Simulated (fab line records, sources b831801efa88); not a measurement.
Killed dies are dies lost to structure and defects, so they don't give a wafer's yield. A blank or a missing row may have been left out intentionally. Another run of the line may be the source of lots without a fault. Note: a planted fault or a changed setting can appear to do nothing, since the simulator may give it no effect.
Matching of chambers / flow gf180mcu / GF_V5_ETCH_16 on rieDiel-04 has 4 sister chambers
The step etches BARC in N2/H2. 8 wafers are shown with their chamber, then 7 later ones without.

== WAFERS PAIRED WITH THEIR CHAMBERS ==
wafer=L081.3; chamber=3; drypumpMotorCurrentA (A)=6.3; throttleValvePct (%)=13.360
wafer=L087.2; chamber=0; drypumpMotorCurrentA (A)=5.9; throttleValvePct (%)=13.351
wafer=L087.6; chamber=2; drypumpMotorCurrentA (A)=6.3; throttleValvePct (%)=13.361
wafer=L090.2; chamber=3; drypumpMotorCurrentA (A)=6.3; throttleValvePct (%)=13.357
wafer=L090.3; chamber=2; drypumpMotorCurrentA (A)=6.3; throttleValvePct (%)=13.336
wafer=L090.4; chamber=1; drypumpMotorCurrentA (A)=5.3; throttleValvePct (%)=13.348
wafer=L092.1; chamber=1; drypumpMotorCurrentA (A)=5.3; throttleValvePct (%)=13.341
wafer=L092.3; chamber=0; drypumpMotorCurrentA (A)=6.0; throttleValvePct (%)=13.335

== WAFERS WITH NO CHAMBER GIVEN ==
wafer=L092.6; drypumpMotorCurrentA (A)=5.3; throttleValvePct (%)=13.347
wafer=L093.2; drypumpMotorCurrentA (A)=5.2; throttleValvePct (%)=13.352
wafer=L093.5; drypumpMotorCurrentA (A)=6.3; throttleValvePct (%)=13.347
wafer=L093.6; drypumpMotorCurrentA (A)=6.2; throttleValvePct (%)=13.366
wafer=L096.3; drypumpMotorCurrentA (A)=6.3; throttleValvePct (%)=13.340
wafer=L096.4; drypumpMotorCurrentA (A)=5.2; throttleValvePct (%)=13.341
wafer=L096.5; drypumpMotorCurrentA (A)=6.3; throttleValvePct (%)=13.340

== CHAMBER TAKEN BY EACH ==
wafer=L092.6; from the rows above=1; in truth=1
wafer=L093.2; from the rows above=1; in truth=1
wafer=L093.5; from the rows above=can't be placed: 2 or 3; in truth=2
wafer=L093.6; from the rows above=can't be placed: 3 or 2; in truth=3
wafer=L096.3; from the rows above=can't be placed: 2 or 3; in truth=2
wafer=L096.4; from the rows above=1; in truth=1
wafer=L096.5; from the rows above=can't be placed: 2 or 3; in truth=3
Correct placement for 3 of the 7. Unplaceable from these rows: 4, with the true chamber sitting among the candidates in 4. Number placed wrongly: 0.
How it was worked out, from the rows above alone: a wafer's distance from a chamber is the root of the sum, over the readings, of the square of ((its reading less the chamber's mean) divided by the reading's scatter). If the next closest chamber is less than 2 further off than the closest, the wafer can't be placed; otherwise it belongs to the closest. The mean given for a chamber averages the wafers shown for that chamber. The scatter: the root of (the sum of the squares of (reading less its chamber's mean) over the shown wafers, divided by (wafers less chambers)).
